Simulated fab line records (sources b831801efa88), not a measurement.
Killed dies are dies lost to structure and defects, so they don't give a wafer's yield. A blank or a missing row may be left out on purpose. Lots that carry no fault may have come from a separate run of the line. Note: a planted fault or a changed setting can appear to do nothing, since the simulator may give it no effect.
The tool behind it: which one? -- flow sky130 -- 36 wafers from 12 lots sampled at 5 of the route's 708 steps

## WHAT EACH GAUGE READ, for each wafer
SKY_LI_CONTACT_THK_MEAS_23: measures by xrf. Usual: LI_CONTACT_W_THK typically reads 392 nm, with standard deviation 4.4.
lot,measured,on,LI_CONTACT_W_THK (nm),flag
L751,day 30 13:18,film_metro-03,391 393 389,
L754,day 30 19:54,film_metro-04,390 391 395,
L759,day 32 10:18,film_metro-02,389 393 394,
L762,day 33 13:22,film_metro-02,392 392 392,
L763,day 33 16:47,film_metro-04,391 385 394,
L764,day 34 07:07,film_metro-03,398 394 392,
L768,day 35 08:49,film_metro-04,394 399 398,
L770,day 35 19:10,film_metro-02,396 389 388,
L769,day 35 19:24,film_metro-04,398 400 406,
L772,day 37 17:22,film_metro-02,388 384 385,
L773,day 37 18:30,film_metro-02,391 393 389,
L771,day 37 21:19,film_metro-03,391 395 393,

SKY_LOCAL_INTERCONNECT_OVL_MEAS_12. Usual: LOCAL_INTERCONNECT_OVL typically reads 1 nm, with standard deviation 6.2.
lot,measured,on,LOCAL_INTERCONNECT_OVL (nm),flag
L751,day 31 17:38,overlay-01,-3 6 6,
L754,day 31 23:31,overlay-02,4 3 2,
L759,day 33 14:07,overlay-01,2 0 0,
L762,day 34 16:25,overlay-02,-3 -8 -3,
L763,day 34 20:27,overlay-02,0 1 2,
L764,day 35 10:28,overlay-01,5 8 11,
L768,day 36 11:26,overlay-02,-7 -4 -4,
L770,day 36 21:19,overlay-01,-3 -1 3,
L769,day 36 22:04,overlay-02,3 7 1,
L772,day 38 19:41,overlay-01,4 2 5,
L773,day 38 20:38,overlay-01,4 0 4,
L771,day 38 23:32,overlay-02,-9 -2 -5,

SKY_CONTACT_THK_MEAS_03. Usual: CONTACT_HDPCVD_THK typically reads 565 nm, with standard deviation 6.6.
lot,measured,on,CONTACT_HDPCVD_THK (nm),flag
L751,day 31 18:33,film_metro-04,566 563 569,
L754,day 32 00:25,film_metro-01,570 561 556,
L759,day 33 15:11,film_metro-04,554 561 561,
L762,day 34 17:19,film_metro-03,591 600 597,OFF
L763,day 34 21:22,film_metro-01,599 608 600,OFF
L764,day 35 11:26,film_metro-03,570 570 574,
L768,day 36 12:25,film_metro-01,560 564 557,
L770,day 36 22:14,film_metro-01,558 555 554,
L769,day 36 22:59,film_metro-03,562 562 557,
L772,day 38 20:35,film_metro-04,560 552 562,
L773,day 38 21:32,film_metro-01,562 570 562,
L771,day 39 00:27,film_metro-01,566 569 566,

## WHAT TOOL EACH LOT RAN ON (gives the tool, then ch and the chambers of the sampled wafers, and finally the start)
lot,SKY_LOCAL_INTERCONNECT_SPUTTER_00,SKY_CONTACT_HDPCVD_02
L751,"pvd_sputter-04, day 30 13:39","hdpcvd-02 ch 0,2, day 31 18:28"
L754,"pvd_sputter-04, day 30 20:15","hdpcvd-02 ch 0,1,2, day 32 00:20"
L759,"pvd_sputter-04, day 32 10:39","hdpcvd-02 ch 0,1, day 33 15:06"
L762,"pvd_sputter-02, day 33 13:43","hdpcvd-01 ch 0,1, day 34 17:15"
L763,"pvd_sputter-04, day 33 17:13","hdpcvd-01 ch 1,2, day 34 21:16"
L764,"pvd_sputter-03, day 34 07:28","hdpcvd-02 ch 0,1,2, day 35 11:21"
L768,"pvd_sputter-04, day 35 09:10","hdpcvd-02 ch 0,1, day 36 12:20"
L770,"pvd_sputter-02, day 35 19:31","hdpcvd-02 ch 1,2, day 36 22:08"
L769,"pvd_sputter-04, day 35 19:49","hdpcvd-02 ch 0,1,2, day 36 22:54"
L772,"pvd_sputter-02, day 37 17:44","hdpcvd-02 ch 0,1,2, day 38 20:31"
L773,"pvd_sputter-03, day 37 18:52","hdpcvd-01 ch 0,1,2, day 38 21:28"
L771,"pvd_sputter-03, day 37 21:40","hdpcvd-01 ch 0,1,2, day 39 00:22"
- SKY_LOCAL_INTERCONNECT_SPUTTER_00: material TiN, target thk 100 nm, time 83.3 s.
- SKY_CONTACT_HDPCVD_02: deposits SiO2, target thk 565 nm, time 94.2 s.

## WHAT THE TOOLS THEMSELVES READ (means of the sampled wafers that have a number; where no wafer has one, the mark that the record gives instead)
SKY_LOCAL_INTERCONNECT_SPUTTER_00. Usual: cathode_dc_power_W 6500.0 W, standard deviation 1.1; throttle_valve_pct 29.5 %, standard deviation 0.79.
lot,tool,cathode_dc_power_W (W),throttle_valve_pct (%),flag
L751,pvd_sputter-04,6499.2,30.1,
L754,pvd_sputter-04,6499.9,29.7,
L759,pvd_sputter-04,6500.1,29.5,
L762,pvd_sputter-02,6499.9,29.6,
L763,pvd_sputter-04,6499.4,29.6,
L764,pvd_sputter-03,6499.5,29.7,
L768,pvd_sputter-04,6500.4,30.3,
L770,pvd_sputter-02,6500.9,29.2,
L769,pvd_sputter-04,6499.6,30.2,
L772,pvd_sputter-02,6500.2,29.6,
L773,pvd_sputter-03,6500.1,29.5,
L771,pvd_sputter-03,6500.4,29.3,

SKY_CONTACT_HDPCVD_02. Usual: 122.5 s for run_length_s, sd 0.52.
lot,tool,run_length_s (s),flag
L751,hdpcvd-02,122.2,
L754,hdpcvd-02,122.0,
L759,hdpcvd-02,122.2,
L762,hdpcvd-01,128.4,OFF
L763,hdpcvd-01,128.2,OFF
L764,hdpcvd-02,122.3,
L768,hdpcvd-02,122.6,
L770,hdpcvd-02,122.2,
L769,hdpcvd-02,122.1,
L772,hdpcvd-02,122.3,
L773,hdpcvd-01,122.5,
L771,hdpcvd-01,122.9,

## THE ANSWER, worked out from the rows above alone
Rule: lot off if the mean of its wafers having a number is beyond 3 standard deviations from the usual mean. A lot without any number at a reading at which 4 lots or more have one is off too. All remaining lots with rows at the step are treated as sound. After the gauges, taken in route order, come the tools' own readings; for these a lot's mean is taken, as printed above. The first step at which some lot is off is used, and at that step the reading that is off furthest; a lot without a number counts as furthest.
Off: L762, L763, at SKY_CONTACT_THK_MEAS_03 (CONTACT_HDPCVD_THK).
A tool fits if, at a process step before that reading, it ran every lot that is off, and no sound lot after the first of them. Not tried: the gauges at SKY_CONTACT_THK_MEAS_03; whatever is off there is also off at SKY_CONTACT_HDPCVD_02, on other tools, and gauge error can't account for it. None of those tried fits.

## WHAT THE SIMULATOR HAD PUT IN
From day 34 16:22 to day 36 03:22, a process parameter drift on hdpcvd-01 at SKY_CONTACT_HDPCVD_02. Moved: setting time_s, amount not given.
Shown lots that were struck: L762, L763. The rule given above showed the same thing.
